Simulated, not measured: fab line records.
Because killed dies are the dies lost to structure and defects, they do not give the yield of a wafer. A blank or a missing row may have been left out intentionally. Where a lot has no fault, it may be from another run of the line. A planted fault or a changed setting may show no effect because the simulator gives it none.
2 desks, one fault -- flow gf180mcu -- every desk sees just its own numbers, and what lay behind them comes last

THE TOOL OWNER'S DESK: litho_track-03
The tool's own readings at GF_PSD_COAT_02 (resist thk 1000 nm): means of the sampled wafers that have a number, for each lot that ran on this tool. Marked OUT: a lot whose mean sits more than 4 standard deviations from the usual mean, which makes it out of limits; the brackets give that distance.
Columns: A = spin_speed_rpm at GF_PSD_COAT_02, usual 2999.8 rpm
lot,first seen here,A
L272,day 15 04:55,3001.3
L274,day 16 04:34,2999.1
L279,day 17 22:04,2996.1
L280,day 18 05:56,3124.8 (+60) OUT
L281,day 18 09:07,3123.5 (+59) OUT
L291,day 21 18:16,2998.7
This desk's verdict: out of limits on L280, L281, starting with L280 at day 18 05:56 (spin_speed_rpm at GF_PSD_COAT_02). L272, L274, L279, L291 stayed within limits.

AT THE METROLOGY DESK
Means of the sampled wafers that have a number, per lot and without regard to the tool the lot ran on: this is what the gauges read. Marked OUT: a lot whose mean sits more than 4 standard deviations from the usual mean, which makes it out of limits; the brackets give that distance.
Columns: A = cd_nm at GF_POLY_GATE_CD_MEAS_18, usual 279.8 nm; B = HV_LDD_4_TW at GF_HV_LDD_TW_MEAS_50, usual 568.4
lot,first seen here,A,B
L271,day 10 04:58,280.6,566.6
L272,day 10 11:37,278.8,571.1
L274,day 11 07:38,278.6,565.8
L275,day 11 13:34,279.6,566.1
L279,day 12 19:33,279.3,567.3
L280,day 13 00:51,277.5,567.8
L281,day 13 05:04,277.7,565.7
L284,day 14 01:56,279.2,568.8
L285,day 14 09:41,278.8,563.6
L288,day 15 08:46,280.4,568.1
L289,day 15 17:20,279.6,567.8
L290,day 16 00:24,280.4,567.5
L291,day 16 06:02,281.4,568.4
Result from this desk: across the 13 lots, nothing is out of limits.

TAKEN TOGETHER
An alarm could have come from the tool owner's desk at day 18 05:56, on L280, L281.
Nothing out of limits was seen by the metrology desk.
The metrology desk has L280, L281 on record, within its limits.
Of the lots named, all ran GF_PSD_COAT_02 on litho_track-03.

WHAT HAD BEEN PUT IN BY THE SIMULATOR
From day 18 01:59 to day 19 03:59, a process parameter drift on litho_track-03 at GF_PSD_COAT_02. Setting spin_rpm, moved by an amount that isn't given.
Struck lots among those shown: L280, L281.
Each desk's first reading out of limits, in hours after the fault started: the tool owner's desk, 4.
